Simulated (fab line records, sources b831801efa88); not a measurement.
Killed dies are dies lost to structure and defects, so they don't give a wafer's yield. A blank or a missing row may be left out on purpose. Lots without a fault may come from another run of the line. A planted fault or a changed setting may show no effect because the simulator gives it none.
A struck lot beside a sound one | flow sfq_line | 14 steps out of a route of 325
Sound: wafers L606.1, L606.2, L606.4. Struck: wafers L613.1, L613.3, L613.4. The cause comes at the end.
At each step with rows: each side's tool, then ch and its chambers, then its first start. Under that, the readings that differ: sound wafers | struck wafers | difference of the means | sigmas: that difference in standard deviations of wafers without a fault.
alike: readings whose means differ by less than 2 such deviations, and words and numbers that are the same on both sides. not compared: withheld readings, readings that some wafer has no value for, bounds like >300 that may hide the same value, and numbers for which the record gives no deviation and whose values overlap.
The two part at a step that has a row with sigmas, a row that says differs or no value, or rows on one side only. Numbers that don't overlap but have no deviation are shown without sigmas and don't part them. A reading that every wafer of one side lacks parts them only if that side has two wafers or more.

SFQ_TRILAYER_R5_ETCH_METAL_ETCH_139: etches the open film in Cl2, stops on SiO2, target depth 60 nm, time 40 s.
  sound on rie_metal-02 ch 0,1, day 60 16:25; struck on rie_metal-03 ch 0,1, day 62 12:55
  alike: drypump_motor_current_A, oes_product_au, rf_fwd_power_W
  not compared: rf_hours_counter_h
SFQ_TRILAYER_R5_STRIP_STRIP_140: strips in O2.
  sound on rie_metal-02 ch 0,1, day 60 16:29; struck on rie_metal-03 ch 0,1, day 62 12:58
  reading               | sound             | struck            | difference | sigmas
  oes_product_au (a.u.) | 0.989 0.998 0.987 | 1.020 1.000 1.020 | +0.022     | +2
  alike: drypump_motor_current_A
  not compared: rf_hours_counter_h
then, 1 step without rows for these wafers: SFQ_TRILAYER_R5_STRIP_SOLV_CLEAN_141 (cleans in NMP, time 600 s).
SFQ_TRILAYER_A5C_DEP_PECVD_142: deposits SiO2 from SiH4/N2O, time 15.556 s, target thk 70 nm.
  sound on pecvd-04 ch 0,1,2, day 60 17:28; struck on pecvd-02 ch 1,2, day 62 13:45
  alike: heater_power_w, rf_fwd_power_W, throttle_valve_pct
then, 6 steps without rows for these wafers: SFQ_TRILAYER_I5_LITHO_COAT_149 (resist thk 62 nm); SFQ_TRILAYER_I5_LITHO_COAT_144 (resist thk 650 nm); SFQ_TRILAYER_I5_LITHO_SOFTBAKE_148; SFQ_TRILAYER_I5_LITHO_EXPOSE_145 (exposes mask I5, target cd 700 nm); SFQ_TRILAYER_I5_LITHO_PEB_147 (peb time 60 s); SFQ_TRILAYER_I5_LITHO_DEVELOP_146 (time 60 s).
-- the record jumps here: 6 days lie between the struck wafers' starts before and after --
SFQ_I5_OVL_MEAS_936:
  sound on overlay-01, day 66 13:53; struck on overlay-02, day 68 03:13
  alike: I5_OVL
SFQ_TRILAYER_I5_BARC_OPEN_VIA_ETCH_200: etches BARC in O2, target depth 125 nm, time 41.7 s.
  sound on rie_diel-03 ch 0,1,2, day 66 13:56; struck on rie_diel-04 ch 0,1,3, day 68 03:15
  alike: drypump_motor_current_A, oes_product_au, rf_fwd_power_W
  not compared: rf_hours_counter_h
SFQ_TRILAYER_I5_ETCH_VIA_ETCH_147: etches the open film in CHF3, stops on Nb, target depth 360 nm.
  sound on rie_diel-03 ch 0,1,2, day 66 13:58; struck on rie_diel-04 ch 0,1,3, day 68 03:17
  reading                        | sound             | struck            | difference | sigmas
  oes_product_au (a.u.)          | 0.998 0.983 0.980 | 0.958 0.970 0.960 | -0.024     | -4
  rf_fwd_power_W (W)             | 497.4 500.3 499.9 | 419.2 418.7 421.8 | -79.3      | -53
  model.etch.depth_nm (nm)       | 360 356.4 355.1   | 336.4 341.7 336.2 | -19.1      |
  model.I5.feature_depth_nm (nm) | 360 356.4 355.1   | 336.4 341.7 336.2 | -19.1      |
  alike: drypump_motor_current_A
SFQ_TRILAYER_I5_STRIP_STRIP_148: strips in O2.
  sound on rie_metal-03 ch 0,1, day 66 14:07; struck on rie_metal-01 ch 0,1, day 68 03:26
  alike: drypump_motor_current_A, oes_product_au
  not compared: rf_hours_counter_h

WHERE THEY PART
First at SFQ_TRILAYER_R5_STRIP_STRIP_140; last, within this record, at SFQ_TRILAYER_I5_ETCH_VIA_ETCH_147. Later steps at which nothing parts them and some readings are alike: SFQ_TRILAYER_I5_STRIP_STRIP_148.

WHY: what the simulator had put in
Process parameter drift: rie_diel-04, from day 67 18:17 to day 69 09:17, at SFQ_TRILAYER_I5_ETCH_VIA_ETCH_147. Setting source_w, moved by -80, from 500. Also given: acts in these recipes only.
